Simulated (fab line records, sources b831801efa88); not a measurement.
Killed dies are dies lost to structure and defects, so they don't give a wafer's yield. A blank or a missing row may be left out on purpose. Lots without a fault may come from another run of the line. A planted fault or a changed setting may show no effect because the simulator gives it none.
fab line records | flow sky130
record lots=5 wafers=15 last_day=50
route steps=708 shown FIELD_ISO@27 NWELL@32 DNWELL@35
lots that met no fault: from a run of the same line without faults
start_h: hours from the record's first day to the start of the lot's first wafer shown | wait_h: hours since the lot's step before | " the same as in the row above | L1.1+2: a row that stands for several wafers | - no value, or no start given | * or withheld: withheld | < > ~ a bound
route shown NAME@n: a module of which the file shows steps, and the number in the route of the first | usual: mean/standard deviation of fault-free wafers | same: alike in all rows | chamber/n: place in a boat | sites: the reading at each site | _std_site: their standard deviation | _edge_site: outer sites' mean less inner sites' | radius_mm: how far each site lies from the wafer's centre | mask NAME#n: copy n | behind: the tool/chamber that last shaped the wafer | hold: why the lot was held/for how many hours/how that ended | device: the transistor (n, p or np) that didn't switch | end of line: the same wafers' tests at the end of the route | a step without rows: its recipe alone | killed: dies lost to structure and defects at the first sort, not the wafer's yield | map: a wafer's dies, x killed, . not, _ none there
set.NAME: the setting as run; set.NAME@STEP: as run at that earlier step | model.NAME: the simulator's own value behind a step, which no gauge read
lots at some steps of the route; a table a step, a row a wafer
services: from which hour (start_h, from the record's first day; less than 0 if before it) a tool's chamber was out of use, for how many hours, and why
## steps
# step SKY_FIELD_ISO_ANNEAL_26
# recipe temp_c=1000 time_s=1800 ambient=N2
# step SKY_FIELD_ISO_CMP_27
# recipe stop_on=Si3N4 t_overpolish_s=16 down_force_psi=4 platen_rpm=60 target_thk_nm=457.8 pad_velocity_m_s=0.94248
# usual motor_current_A=12.0/1.5 overpolish_run_s=15.999/0.0083 platen_rpm=60.01/0.033 time_to_endpoint_s=113/3.3
# same t_overpolish_s=16
# columns lot.wafer tool chamber start_h wait_h motor_current_A overpolish_run_s platen_rpm time_to_endpoint_s
L157.3 cmp-01 1 47.34 0.1 12.2 15.996 59.99 116
L157.4 " 2 " " 14.4 15.982 60.01 112
L157.5 " 0 " " 12.9 15.984 60.04 117
L162.3 cmp-02 2 73.72 0.1 13.0 16.008 60.05 114
L162.1 " 3 " " 12.2 16.007 60.02 113
L162.4 " 0 " " 11.3 15.991 60.00 110
L171.4 cmp-01 0 117.16 0.0 12.3 15.994 59.97 112
L171.3 " 1 " " 11.8 15.978 60.00 115
L171.5 " 0 " " 12.5 16.010 60.01 116
L172.3 cmp-01 2 122.04 0.1 13.9 16.011 59.97 112
L172.1 " 0 " " 12.4 15.999 60.08 111
L172.5 " 1 " " 12.0 15.987 60.02 112
L178.3 cmp-02 0 160.04 0.0 11.6 15.998 60.01 114
L178.2 " 2 " " 13.3 16.012 59.95 115
L178.5 " 0 " " 11.7 15.998 60.08 113
# step SKY_FIELD_ISO_WET_ETCH_28
# recipe chemistry=dHF target_depth_nm=23.7 target=SiO2 dilution=10:1 temp_c=25 time_s=47
# step SKY_FIELD_ISO_WET_ETCH_29
# recipe chemistry=H3PO4 target_depth_nm=160 target=Si3N4 temp_c=160 time_s=1825
# step SKY_FIELD_ISO_WET_ETCH_30
# recipe chemistry=dHF target_depth_nm=25 target=SiO2 dilution=10:1 temp_c=25 time_s=50
# step SKY_NWELL_CLEAN_00
# recipe chemistry=SC1/SC2 mix=1:4:20 temp_c=70 time_s=150 dry=n2_spin
# step SKY_NWELL_OXIDATION_01
# recipe temp_c=900 ambient=O2 stabilise_s=600 purge_s=300 target_thk_a=100 ox_time_s=1418
# step SKY_NWELL_THK_MEAS_02
# recipe reads=SiO2_of_NWELL_OXIDATION_01
# usual NWELL_OXIDATION_THK=9.99/0.17
# columns lot.wafer tool chamber start_h wait_h NWELL_OXIDATION_THK[nm]
L157.3 film_metro-01 - 51.57 0.0 10.09
L157.4 " - " " 10.39
L157.5 " - " " 10.20
L162.1 film_metro-02 - 77.81 0.0 9.58
L162.3 " - " " 9.74
L162.4 " - " " 9.78
L171.3 film_metro-01 - 120.51 0.0 10.25
L171.4 " - " " 10.24
L171.5 " - " " 10.12
L172.1 film_metro-01 - 124.73 0.0 9.82
L172.3 " - " " 9.94
L172.5 " - " " 10.15
L178.2 film_metro-01 - 163.30 0.0 10.02
L178.3 " - " " 9.93
L178.5 " - " " 9.93
# step SKY_DNWELL_DEHYDRATE_00
# recipe temp_c=200 time_s=60
# step SKY_DNWELL_HMDS_01
# recipe prime_time_s=60 prime_temp_c=120
# step SKY_DNWELL_COAT_02
# recipe spin_rpm=2000 resist_thk_nm=3000
# step SKY_DNWELL_SOFTBAKE_03
# recipe temp_c=110 time_s=withheld
# step SKY_DNWELL_EXPOSE_04
# recipe mask_id=DNM na=0.57 target_cd_nm=3000 dose_mj=222
# same na=0.57
# columns lot.wafer tool chamber start_h wait_h mask
L157.3+4+5 iline_stepper-01 0 59.63 - DNM#0
L162.1+3+4 iline_stepper-01 0 85.76 - DNM#0
L171.3+4+5 iline_stepper-02 0 129.31 - NWM#0
L172.1+3+5 iline_stepper-02 0 133.78 - DNM#0
L178.2+3+5 iline_stepper-01 0 173.61 - DNM#0
# step SKY_DNWELL_PEB_05
# recipe temp_c=115 time_s=withheld
# step SKY_DNWELL_DEVELOP_06
# recipe wall_angle_deg=90 developer=TMAH develop_time_s=60 dev_temp_c=23
# step SKY_DNWELL_IMPLANT_07
# recipe species=P energy_kev=withheld dose_cm2=withheld tilt_deg=withheld
# step SKY_DNWELL_STRIP_08
# recipe chemistry=O2/N2 power_w=1400 pressure_mtorr=1500 platen_temp_c=withheld o2_flow_sccm=3000 n2_flow_sccm=300 overash_fraction=0.5
# usual drypump_motor_current_A=5.5/0.59 oes_product_au=0.723/0.0048 strip_time_to_endpoint_s=36.92/0.12
# same overash_fraction=0.5
# columns lot.wafer tool chamber start_h wait_h drypump_motor_current_A oes_product_au rf_hours_counter_h strip_time_to_endpoint_s
L157.3 plasma_asher-02 0 67.42 0.1 5.9 0.717 - 37.02
L157.4 " 1 " " 5.0 0.718 - 36.86
L157.5 " 0 " " 5.9 0.720 - 36.92
L162.1 plasma_asher-02 0 94.33 0.1 5.8 0.715 40 36.84
L162.3 " 1 " " 5.0 0.728 - 36.89
L162.4 " 0 " " 5.9 0.720 - 36.79
L171.3 plasma_asher-04 1 138.63 0.1 4.8 0.719 - 36.71
L171.4 " 0 " " 6.3 0.724 - 36.85
L171.5 " 0 " " 6.2 0.724 - 36.77
L172.1 plasma_asher-04 1 143.58 0.1 4.9 0.723 33 37.07
L172.3 " 1 " " 4.8 0.728 - 37.05
L172.5 " 1 " " 4.8 0.722 - 37.05
L178.2 plasma_asher-03 1 184.21 0.1 5.7 0.719 51 37.09
L178.3 " 0 " " 4.9 0.723 - 36.96
L178.5 " 0 " " 4.9 0.730 - 36.92
# step SKY_DNWELL_TW_MEAS_09
# usual DNWELL_TW=1118/6.7
# columns lot.wafer tool chamber start_h wait_h hold DNWELL_TW
L157.3 film_metro-04 - 67.50 0.1 - 1123
L157.4 " - " " - 1124
L157.5 " - " " - 1123
L162.1 film_metro-02 - 94.43 0.1 - 1119
L162.3 " - " " - 1115
L162.4 " - " " - 1127
L171.3 film_metro-02 - 138.71 0.1 await_dispo/0.2h/release 30
L171.4 " - " " await_dispo/0.2h/release 30
L171.5 " - " " await_dispo/0.2h/release 30
L171.3 film_metro-02 - 138.94 0.2 - 30
L171.4 " - " " - 30
L171.5 " - " " - 30
L172.1 film_metro-04 - 143.68 0.1 - 1122
L172.3 " - " " - 1116
L172.5 " - " " - 1117
L178.2 film_metro-02 - 184.32 0.1 - 1114
L178.3 " - " " - 1120
L178.5 " - " " - 1122
## services
# columns tool chamber start_h hours kind
iline_stepper-01 - 24.92 4.4 pm
cmp-02 - 45.05 0.5 repair
cmp-02 - 48.69 0.2 repair
plasma_asher-04 - 60.40 0.4 repair
cmp-01 - 64.00 4.0 pm
cmp-01 - 68.00 - consumable_replace:conditioner
cmp-01 - 68.00 - consumable_replace:pad
cmp-02 - 108.39 0.9 repair
cmp-01 - 120.62 0.6 repair
iline_stepper-01 - 134.51 1.7 pm
iline_stepper-02 - 153.25 4.4 pm
iline_stepper-02 - 157.69 1.7 pm
cmp-01 - 158.37 3.8 repair
## key
first_sign step=SKY_DNWELL_EXPOSE_04 reading=mask direction=changed
effect step=SKY_DNWELL_TW_MEAS_09 reading=visit direction=added
effect step=SKY_DNWELL_TW_MEAS_09 reading=DNWELL_TW direction=down sigmas=99+ usual=1118 struck=30
met_at SKY_DNWELL_EXPOSE_04
struck_wafers L171.3,L171.4,L171.5
scrapped_behind SKY_DNWELL_TW_MEAS_09 L171.3,L171.4,L171.5
fault kind=wrong_mask tool=any chamber=- onset_h=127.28 steps=SKY_DNWELL_EXPOSE_04 aux_copy=NWM#0 scope=struck_lots_only
